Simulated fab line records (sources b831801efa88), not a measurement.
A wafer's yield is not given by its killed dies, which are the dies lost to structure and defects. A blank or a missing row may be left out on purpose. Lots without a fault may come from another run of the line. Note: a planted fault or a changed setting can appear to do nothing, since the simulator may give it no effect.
Which tool was responsible? | flow sfq line | 21 wafers from 7 lots sampled at 2 of the route's 325 steps

WHAT THE GAUGES SHOWED, per wafer
SFQ_L0_RS_MEAS_901: uses a four-point probe to measure.
lot  | measured    | on            | L0_MONX_KI_RS (ohm/sq)
L977 | day 1 22:34 | film metro-04 | 44.3 44.1 43.6
L979 | day 2 08:37 | film metro-01 | 43.0 42.7 43.0
L984 | day 3 09:36 | film metro-04 | - - -
L986 | day 3 19:37 | film metro-02 | - - -
L991 | day 4 20:34 | film metro-01 | 44.4 44.3 43.9
L993 | day 5 06:36 | film metro-04 | 43.0 43.7 43.5
L997 | day 6 02:35 | film metro-02 | 43.9 43.7 44.1

WHICH TOOL RAN EACH LOT (tool, then ch and the chambers of the sampled wafers, then the start)
lot  | SFQ_TRILAYER_L0_DEP_SPUTTER_003
L977 | pvd sputter-03, day 1 22:29
L979 | pvd sputter-03, day 2 08:29
L984 | pvd sputter-04, day 3 09:29
L986 | pvd sputter-04, day 3 19:29
L991 | pvd sputter-03, day 4 20:29
L993 | pvd sputter-04, day 5 06:29
L997 | pvd sputter-03, day 6 02:29
- SFQ_TRILAYER_L0_DEP_SPUTTER_003: material MoNx KI, target thk 40 nm, time 100 s.

THE ANSWER, worked out from the rows above alone
Rule: usual is defined by the lots themselves. The widest of any qualifying gaps counts: lots, ordered by their means at a reading, are off when they make up no more than a third of the lots, leave a main group of 4 or more, and stand apart from it by 3 or more times the standard deviation of that group's means. The tables above print the reading to a certain number of digits; a main group whose means all agree to those digits is not used. Also off: a lot with no number at a reading for which 4 or more lots have one. Where the step has rows for the other lots, those lots are counted as sound.
Off: L984, L986, seen at SFQ_L0_RS_MEAS_901 (L0_MONX_KI_RS). Without a number there: L984, L986. The main group has a mean of 43.7 ohm/sq with a standard deviation of 0.47.
A tool fits if, at a process step before that reading, it ran every lot that is off, and no sound lot after the first of them. Those tools and the gauges at SFQ_L0_RS_MEAS_901 are tried in the same way. Of those tried, none fits.

WHAT THE SIMULATOR HAD INSERTED
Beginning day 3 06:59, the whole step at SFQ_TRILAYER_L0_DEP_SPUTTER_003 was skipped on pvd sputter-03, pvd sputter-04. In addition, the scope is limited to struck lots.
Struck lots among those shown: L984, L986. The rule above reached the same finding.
